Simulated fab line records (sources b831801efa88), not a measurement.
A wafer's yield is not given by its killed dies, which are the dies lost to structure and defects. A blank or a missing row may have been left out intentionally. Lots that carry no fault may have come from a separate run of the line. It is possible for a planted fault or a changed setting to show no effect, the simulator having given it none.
What tool caused it?	flow gf180mcu	13 lots with 39 wafers sampled at 3 steps, on a route of 602 steps

## WHAT EACH GAUGE READ, for each wafer
GF_V5_BOW_MEAS_05. Usual: V5_BOW typically reads 134 um, with standard deviation 9.5.
lot	measured	on	V5_BOW (um)	flag
L339	day 26 10:52	film metro-02	131 128 142	
L341	day 26 20:10	film metro-04	143 135 125	
L342	day 27 03:47	film metro-04	131 140 125	
L343	day 27 06:31	film metro-04	141 150 149	
L344	day 28 12:52	film metro-03	132 126 120	
L345	day 28 11:16	film metro-03	147 140 137	
L353	day 30 15:40	film metro-02	123 124 128	
L354	day 31 07:25	film metro-02	150 147 132	
L356	day 31 19:19	film metro-02	128 130 124	
L358	day 31 20:44	film metro-02	132 132 132	
L359	day 32 13:39	film metro-04	138 124 135	
L360	day 32 19:35	film metro-03	146 144 130	
L361	day 32 18:50	film metro-02	107 116 110	

## WHICH TOOL RAN EACH LOT (tool, then ch and the chambers of the sampled wafers, then the start)
lot	GF_STI_CVD_03	GF_V5_CVD_02
L339	lpcvd-01 ch 0, day 1 11:34	pecvd-03 ch 0,1, day 26 10:22
L341	lpcvd-01 ch 0, day 1 22:23	pecvd-04 ch 0,2, day 26 19:40
L342	lpcvd-01 ch 1, day 2 05:14	pecvd-03 ch 0,1, day 27 03:20
L343	lpcvd-02 ch 1, day 2 10:46	pecvd-03 ch 0,1, day 27 06:01
L344	lpcvd-02 ch 1, day 2 15:08	pecvd-04 ch 0,2, day 28 12:22
L345	lpcvd-01 ch 1, day 2 19:03	pecvd-04 ch 1,2, day 28 10:48
L353	lpcvd-01 ch 0, day 4 09:45	pecvd-03 ch 0,1,2, day 30 15:07
L354	lpcvd-01 ch 0, day 4 15:54	pecvd-01 ch 0,1,2, day 31 06:58
L356	lpcvd-01 ch 1, day 5 01:49	pecvd-03 ch 0,1,2, day 31 18:49
L358	lpcvd-01 ch 1, day 5 12:25	pecvd-01 ch 1,2, day 31 20:17
L359	lpcvd-02 ch 1, day 5 18:13	pecvd-04 ch 0,1,2, day 32 13:10
L360	lpcvd-01 ch 1, day 5 22:07	pecvd-03 ch 0,2, day 32 19:04
L361	lpcvd-02 ch 1, day 6 02:31	pecvd-04 ch 0,1,2, day 32 18:22
- GF_STI_CVD_03: deposits Si3N4 from DCS/NH3, target thk 207.16 nm, time 3551 s.
- GF_V5_CVD_02: deposits SiO2 from TEOS, target thk 1450 nm, time 163.28 s.

## WHAT THE TOOLS THEMSELVES READ (means of the sampled wafers that have a number; where no wafer has one, the mark that the record gives instead)
GF_STI_CVD_03. Usual: spike tc top C 785.3 C, standard deviation 1.3; susceptor temp C 769.97 C, standard deviation 0.29; zone power lower pct 13.67 %, standard deviation 0.26.
lot	tool	spike tc top C (C)	susceptor temp C (C)	zone power lower pct (%)	flag
L339	lpcvd-01	786.6	770.25	13.50	
L341	lpcvd-01	785.2	769.90	13.44	
L342	lpcvd-01	784.0	769.89	13.73	
L343	lpcvd-02	785.6	769.85	13.97	
L344	lpcvd-02	786.0	769.62	14.20	
L345	lpcvd-01	784.2	769.93	13.61	
L353	lpcvd-01	786.1	770.18	13.52	
L354	lpcvd-01	785.5	769.70	13.53	
L356	lpcvd-01	782.7	770.10	13.68	
L358	lpcvd-01	784.4	769.86	13.68	
L359	lpcvd-02	786.9	770.09	14.02	
L360	lpcvd-01	784.6	770.08	13.72	
L361	lpcvd-02	786.7	770.23	14.08	

GF_V5_CVD_02. Usual: heater power outer w 351 W, standard deviation 56; heater power w 624 W, standard deviation 80; susceptor temp C 400.01 C, standard deviation 0.22.
lot	tool	heater power outer w (W)	heater power w (W)	susceptor temp C (C)	flag
L339	pecvd-03	355	626	400.11	
L341	pecvd-04	401	713	399.76	
L342	pecvd-03	355	621	400.03	
L343	pecvd-03	388	659	399.91	
L344	pecvd-04	408	720	399.71	
L345	pecvd-04	403	734	400.09	
L353	pecvd-03	343	604	399.95	
L354	pecvd-01	324	572	400.10	
L356	pecvd-03	359	625	399.84	
L358	pecvd-01	361	640	399.84	
L359	pecvd-04	358	642	400.09	
L360	pecvd-03	288	532	400.21	
L361	pecvd-04	362	650	400.13	

## THE ANSWER, worked out from the rows above alone
Rule: take the mean of a lot's wafers that have a number; if it is more than 3 standard deviations from the usual mean, the lot is off. Also off: a lot with no number at a reading for which 4 or more lots have one. Any other lot the step has rows for is counted as sound. Order of review: gauges by route order, followed by the tools' own readings, for which a lot's mean as printed above is used. At the first step where some lot is off, the reading lying furthest off is the one used; lots without a number count as furthest.
No lot is off at any reading shown: from this, nothing can be told.

## WHAT HAD BEEN PUT IN BY THE SIMULATOR
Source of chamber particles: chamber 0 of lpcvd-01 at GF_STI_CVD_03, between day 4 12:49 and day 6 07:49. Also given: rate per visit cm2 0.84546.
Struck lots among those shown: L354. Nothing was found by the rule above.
